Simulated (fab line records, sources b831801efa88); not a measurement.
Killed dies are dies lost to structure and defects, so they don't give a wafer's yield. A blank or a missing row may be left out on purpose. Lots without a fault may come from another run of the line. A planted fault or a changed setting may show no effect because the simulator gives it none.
fab line records | flow sky130
record lots=13 wafers=39 last_day=50
route steps=708 shown VT_ADJUST_NCORE@126 SONOS_ONO@171 GATE_OXIDE@188 PAD_OPEN@708
lots that met no fault: from a run of the same line without faults
start_h: hours from the record's first day to the start of the lot's first wafer shown | wait_h: hours since the lot's step before | " the same as in the row above | L1.1+2: a row that stands for several wafers | - no value, or no start given | * or withheld: withheld | < > ~ a bound
route shown NAME@n: a module of which the file shows steps, and the number in the route of the first | usual: mean/standard deviation of fault-free wafers | same: alike in all rows | chamber/n: place in a boat | sites: the reading at each site | _std_site: their standard deviation | _edge_site: outer sites' mean less inner sites' | radius_mm: how far each site lies from the wafer's centre | mask NAME#n: copy n | behind: the tool/chamber that last shaped the wafer | hold: why the lot was held/for how many hours/how that ended | device: the transistor (n, p or np) that didn't switch | end of line: the same wafers' tests at the end of the route | a step without rows: its recipe alone | killed: dies lost to structure and defects at the first sort, not the wafer's yield | map: a wafer's dies, x killed, . not, _ none there
set.NAME: the setting as run; set.NAME@STEP: as run at that earlier step | model.NAME: the simulator's own value behind a step, which no gauge read
steps of the route over a sample of lots; a table a step, a row a wafer
services: from which hour (start_h, from the record's first day; less than 0 if before it) a tool's chamber was out of use, for how many hours, and why
## steps
# step SKY_VT_ADJUST_NCORE_CD_MEAS_07
# recipe target_cd_nm=380
# usual cd_nm=380.4/2.7
# columns lot.wafer tool chamber start_h wait_h cd_nm
L681.1 cd_sem-01 - 192.12 0.1 383.0
L681.4 " - " " 382.4
L681.5 " - " " 380.0
L682.4 cd_sem-02 - 197.41 0.1 379.6
L682.5 " - " " 379.3
L682.6 " - " " 379.3
L683.1 cd_sem-02 - 206.57 0.1 378.7
L683.4 " - " " 378.4
L683.5 " - " " 377.6
L685.1 cd_sem-01 - 220.25 0.1 379.0
L685.3 " - " " 379.0
L685.4 " - " " 383.0
L687.3 cd_sem-02 - 237.74 0.1 376.4
L687.5 " - " " 378.6
L687.6 " - " " 377.5
L692.1 cd_sem-01 - 268.45 0.1 382.1
L692.3 " - " " 381.8
L692.6 " - " " 380.9
L694.2 cd_sem-02 - 283.92 0.1 380.7
L694.4 " - " " 382.9
L694.6 " - " " 380.7
L697.1 cd_sem-02 - 302.95 0.1 374.8
L697.3 " - " " 375.7
L697.4 " - " " 374.1
L699.3 cd_sem-02 - 318.72 0.2 385.3
L699.4 " - " " 386.3
L699.5 " - " " 383.8
L700.2 cd_sem-02 - 323.97 0.1 381.1
L700.4 " - " " 382.3
L700.5 " - " " 382.7
L701.2 cd_sem-02 - 330.42 0.1 377.6
L701.3 " - " " 379.2
L701.4 " - " " 380.1
L702.2 cd_sem-02 - 337.59 0.1 379.0
L702.3 " - " " 378.9
L702.4 " - " " 379.5
L703.2 cd_sem-02 - 346.69 0.1 377.1
L703.4 " - " " 380.5
L703.6 " - " " 380.8
# step SKY_VT_ADJUST_NCORE_TW_MEAS_11
# usual VT_ADJUST_NCORE_TW=217.1/2.5
# columns lot.wafer tool chamber start_h wait_h VT_ADJUST_NCORE_TW
L681.1 film_metro-01 - 192.53 0.1 219.2
L681.4 " - " " 218.7
L681.5 " - " " 218.9
L682.4 film_metro-02 - 197.78 0.1 215.9
L682.5 " - " " 215.9
L682.6 " - " " 215.8
L683.1 film_metro-01 - 206.98 0.1 219.6
L683.4 " - " " 217.3
L683.5 " - " " 218.3
L685.1 film_metro-02 - 220.65 0.1 214.1
L685.3 " - " " 214.8
L685.4 " - " " 213.9
L687.3 film_metro-02 - 238.12 0.1 214.6
L687.5 " - " " 214.6
L687.6 " - " " 213.4
L692.1 film_metro-02 - 268.86 0.1 215.1
L692.3 " - " " 215.8
L692.6 " - " " 214.2
L694.2 film_metro-03 - 284.31 0.1 219.9
L694.4 " - " " 220.9
L694.6 " - " " 218.8
L697.1 film_metro-03 - 303.36 0.1 221.4
L697.3 " - " " 222.0
L697.4 " - " " 219.3
L699.3 film_metro-03 - 319.10 0.1 218.5
L699.4 " - " " 219.6
L699.5 " - " " 217.9
L700.2 film_metro-02 - 324.37 0.1 216.5
L700.4 " - " " 217.2
L700.5 " - " " 216.0
L701.2 film_metro-02 - 330.81 0.1 215.4
L701.3 " - " " 215.7
L701.4 " - " " 217.2
L702.2 film_metro-02 - 337.99 0.1 214.6
L702.3 " - " " 214.8
L702.4 " - " " 213.4
L703.2 film_metro-02 - 347.09 0.1 214.0
L703.4 " - " " 212.7
L703.6 " - " " 213.5
# step SKY_SONOS_ONO_THK_MEAS_03
# recipe reads=Si3N4_of_SONOS_ONO_CVD_02
# usual SONOS_ONO_CVD_02_THK=10.48/0.14
# columns lot.wafer tool chamber start_h wait_h SONOS_ONO_CVD_02_THK[nm]
L681.1 film_metro-01 - 266.19 0.0 10.35
L681.4 " - " " 10.42
L681.5 " - " " 10.28
L682.4 film_metro-03 - 271.81 0.0 10.56
L682.5 " - " " 10.61
L682.6 " - " " 10.47
L683.1 film_metro-01 - 283.69 0.0 10.69
L683.4 " - " " 10.76
L683.5 " - " " 10.80
L685.1 film_metro-03 - 297.09 0.0 10.40
L685.3 " - " " 10.55
L685.4 " - " " 10.63
L687.3 film_metro-03 - 316.81 0.0 10.45
L687.5 " - " " 10.42
L687.6 " - " " 10.50
L692.1 film_metro-02 - 355.66 0.0 10.58
L692.3 " - " " 10.51
L692.6 " - " " 10.41
L694.2 film_metro-02 - 366.61 0.0 10.32
L694.4 " - " " 10.21
L694.6 " - " " 10.28
L697.1 film_metro-03 - 391.34 0.0 10.56
L697.3 " - " " 10.53
L697.4 " - " " 10.61
L699.3 film_metro-03 - 409.65 0.0 10.31
L699.4 " - " " 10.32
L699.5 " - " " 10.32
L700.2 film_metro-03 - 417.15 0.0 10.46
L700.4 " - " " 10.45
L700.5 " - " " 10.41
L701.2 film_metro-03 - 422.55 0.0 10.59
L701.3 " - " " 10.42
L701.4 " - " " 10.58
L702.2 film_metro-01 - 433.04 0.0 10.44
L702.3 " - " " 10.47
L702.4 " - " " 10.55
L703.2 film_metro-01 - 438.44 0.0 10.50
L703.4 " - " " 10.73
L703.6 " - " " 10.69
# step SKY_GATE_OXIDE_OXIDATION_01
# recipe temp_c=900 ambient=O2 stabilise_s=600 purge_s=300 target_thk_a=102.68 ox_time_s=1473
# usual ox_temp_c_max=902.8/0.79 spike_tc_bottom_C=915.8/1.9 spike_tc_centre_C=899.9/0.98 spike_tc_top_C=910.7/1.4 stabilise_s=600/0 zone_power_centre_pct=17.9/1.7 zone_power_upper_pct=18.7/0.33
# columns lot.wafer tool chamber start_h wait_h ox_temp_c_max spike_tc_bottom_C spike_tc_centre_C spike_tc_top_C stabilise_s zone_power_centre_pct zone_power_upper_pct
L681.1 furnace-02 0 292.89 0.0 903.9 913.5 900.7 913.1 600 20.3 18.5
L681.4 " 0 " " 904.9 913.3 898.2 912.1 600 20.3 18.1
L681.5 " 0 " " 903.6 913.2 901.1 913.4 600 20.2 18.1
L682.4 furnace-02 0 298.47 0.0 902.5 913.7 897.9 912.3 600 20.1 18.4
L682.5 " 0 " " 902.3 915.5 899.5 912.4 600 20.4 18.4
L682.6 " 0 " " 905.6 914.9 897.8 911.2 600 20.2 18.0
L683.1 furnace-01 0 311.63 0.4 903.3 917.0 900.1 908.6 600 16.6 19.0
L683.4 " 0 " " 902.1 919.4 901.1 910.5 600 16.6 18.5
L683.5 " 0 " " 902.0 916.6 899.5 909.7 600 16.9 19.0
L685.1 furnace-01 0 324.75 0.0 902.2 915.5 902.0 911.0 600 16.4 18.8
L685.3 " 0 " " 903.5 917.6 899.7 908.5 600 16.7 18.6
L685.4 " 0 " " 903.0 915.5 899.5 909.7 600 16.4 18.9
L687.3 furnace-01 0 346.37 1.5 902.0 919.0 900.9 907.3 600 16.6 19.2
L687.5 " 0 " " 901.6 917.8 899.5 909.8 600 16.5 18.6
L687.6 " 0 " " 902.2 915.7 899.4 908.5 600 16.6 19.0
L692.1 furnace-02 0 385.89 0.8 903.0 913.3 899.3 912.3 5400 20.4 18.2
L692.3 " 0 " " 903.8 912.8 900.0 912.7 5400 20.2 18.6
L692.6 " 0 " " 903.4 913.1 899.7 911.3 5400 20.1 18.6
L694.2 furnace-02 0 399.22 1.8 904.0 912.1 899.4 911.4 5400 20.0 18.4
L694.4 " 0 " " 903.6 914.0 898.5 913.2 5400 20.4 18.5
L694.6 " 0 " " 902.6 914.3 899.7 913.2 5400 20.1 18.3
L697.1 furnace-01 0 423.74 2.1 901.6 917.9 900.0 910.2 600 16.6 19.0
L697.3 " 0 " " 901.6 918.5 898.7 910.3 600 16.6 18.9
L697.4 " 0 " " 901.9 917.1 899.6 908.7 600 16.3 18.8
L699.3 furnace-01 0 441.84 0.7 902.4 917.7 899.9 909.3 600 16.8 19.1
L699.4 " 0 " " 902.8 917.7 900.6 910.5 600 16.5 19.0
L699.5 " 0 " " 902.7 918.4 900.0 908.5 600 16.6 18.9
L700.2 furnace-01 0 449.41 0.8 902.9 917.8 901.3 910.0 600 16.6 18.9
L700.4 " 0 " " 901.8 917.2 902.3 909.9 600 16.6 18.9
L700.5 " 0 " " 902.8 917.4 900.7 908.7 600 16.3 18.9
L701.2 furnace-01 0 455.22 0.0 902.3 914.9 900.6 912.2 600 16.7 18.9
L701.3 " 0 " " 901.7 917.5 900.0 909.2 600 16.5 18.9
L701.4 " 0 " " 902.6 917.6 899.9 908.7 600 16.5 18.6
L702.2 furnace-01 0 466.37 0.7 902.5 919.2 900.0 909.6 600 16.8 18.7
L702.3 " 0 " " 902.1 917.5 898.8 910.5 600 16.6 19.0
L702.4 " 0 " " 902.8 917.3 899.5 909.4 600 16.6 18.9
L703.2 furnace-02 0 472.68 1.1 903.7 913.9 898.1 911.7 600 19.8 18.3
L703.4 " 0 " " 903.1 914.0 898.2 909.8 600 20.1 18.1
L703.6 " 0 " " 903.0 913.8 899.4 910.0 600 20.0 18.5
# step SKY_PAD_OPEN_PROBE_99
# usual killed_at_M0_to_M3=41/6.2 killed_at_M4_up=3.0/1.7 killed_at_contacts=25/5.8 killed_at_front_end=16/4.5 killed_at_other=0.2/0.42 killed_dies=85/8.4 killed_open=46/5.9 killed_short=39/6.3
# same gross_dies=492 killed_at_back_side=0
# columns lot.wafer tool chamber start_h wait_h killed_at_M0_to_M3 killed_at_M4_up killed_at_contacts killed_at_front_end killed_at_other killed_dies killed_open killed_short
L681.1 prober-01 - 1088.66 0.1 39 4 24 12 1 80 55 25
L681.4 prober-01 - 1088.81 0.2 36 5 28 7 0 76 35 41
L681.5 prober-01 - 1088.86 0.2 28 6 26 13 0 73 35 38
# killed by level:class
L681.1 VIA1:geometric_particle:open=16 CONTACT:geometric_particle:open=11 VIA2:geometric_particle:open=5 FIELD_ISO:geometric_particle:open=3 POLY_GATE:geometric_particle:open=3 LI_CONTACT:geometric_particle:open=3 LOCAL_INTERCONNECT:geometric_particle:short=3 LOCAL_INTERCONNECT:geometric_particle:open=3
L681.4 CONTACT:geometric_particle:open=11 VIA2:geometric_particle:open=9 CONTACT:geometric_particle:short=8 VIA1:geometric_particle:open=7 METAL2:geometric_particle:short=6 VIA2:geometric_particle:short=5 LOCAL_INTERCONNECT:geometric_particle:short=4 LI_CONTACT:geometric_particle:short=3
L681.5 CONTACT:geometric_particle:open=11 CONTACT:geometric_particle:short=5 LI_CONTACT:geometric_particle:open=4 LOCAL_INTERCONNECT:geometric_particle:short=4 VIA1:geometric_particle:short=4 VIA3:geometric_particle:short=4 VIA1:geometric_particle:open=4 FIELD_ISO:geometric_particle:short=3
## services
# columns tool chamber start_h hours kind
furnace-01 - 329.06 11.4 pm
furnace-02 - 400.63 3.4 pm
furnace-01 - 415.41 2.9 pm
## key
first_sign step=SKY_GATE_OXIDE_OXIDATION_01 reading=stabilise_s direction=up sigmas=99+ usual=600 struck=5400
effect none on later readings
met_at SKY_GATE_OXIDE_OXIDATION_01
struck_lots L692,L694
tester_left_out L692,L694
not_acting_at SKY_VT_ADJUST_NCORE_CD_MEAS_07,SKY_VT_ADJUST_NCORE_TW_MEAS_11,SKY_SONOS_ONO_THK_MEAS_03
onset_between 298.47 385.89
fault kind=process_parameter_drift tool=furnace-02 chamber=- onset_h=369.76 steps=SKY_GATE_OXIDE_OXIDATION_01 channel=stabilise_s offset=4800 shape=step end_h=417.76 acts_in=these_recipes_only stated=600
# tester_left_out: of these lots the tester's yield and bins aren't shown, on N5 and GAA mostly nor the transistor test; their killed dies are dies lost to structure and defects alone, not to doping, threshold or leakage, so they don't give the yield
